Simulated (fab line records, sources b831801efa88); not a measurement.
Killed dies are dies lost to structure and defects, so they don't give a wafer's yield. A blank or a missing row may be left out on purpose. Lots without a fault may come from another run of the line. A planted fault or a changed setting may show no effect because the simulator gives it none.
Which tool did it? | flow sky130 | 7 lots, 21 wafers sampled, at 1 step of a route of 708

WHAT THE GAUGES READ, wafer by wafer
SKY_POLY_GATE_OVL_MEAS_14.
lot  | measured     | on         | POLY_GATE_OVL (nm)
L692 | day 17 02:19 | overlay-02 | 2 0 2
L697 | day 19 05:29 | overlay-01 | 6 5 7
L704 | day 21 16:47 | overlay-01 | -5 -6 -1
L707 | day 23 04:59 | overlay-02 | 0 4 2
L709 | day 23 10:10 | overlay-01 | -3 2 -2
L713 | day 25 07:26 | overlay-02 | 7 5 5
L711 | day 25 09:07 | overlay-01 | 9 9 8

WHICH TOOL RAN EACH LOT (tool, then ch and the chambers of the sampled wafers, then the start)
The record holds no process step before these readings.

THE ANSWER, worked out from the rows above alone
Rule: what is usual is taken from the lots themselves. Put in order of their means at a reading, lots are off if they are a third of the lots or fewer, leave a main group of 4 or more, and stand apart from it by a gap of 3 or more times the standard deviation of the main group's means; of several such gaps the widest counts. A main group whose means are all the same, to the digits that the tables above print for the reading, isn't used. A lot without any number at a reading at which 4 lots or more have one is off too. The other lots that the step has rows for count as sound.
No lot is off at any reading shown: from this, nothing can be told.

WHAT THE SIMULATOR HAD PUT IN
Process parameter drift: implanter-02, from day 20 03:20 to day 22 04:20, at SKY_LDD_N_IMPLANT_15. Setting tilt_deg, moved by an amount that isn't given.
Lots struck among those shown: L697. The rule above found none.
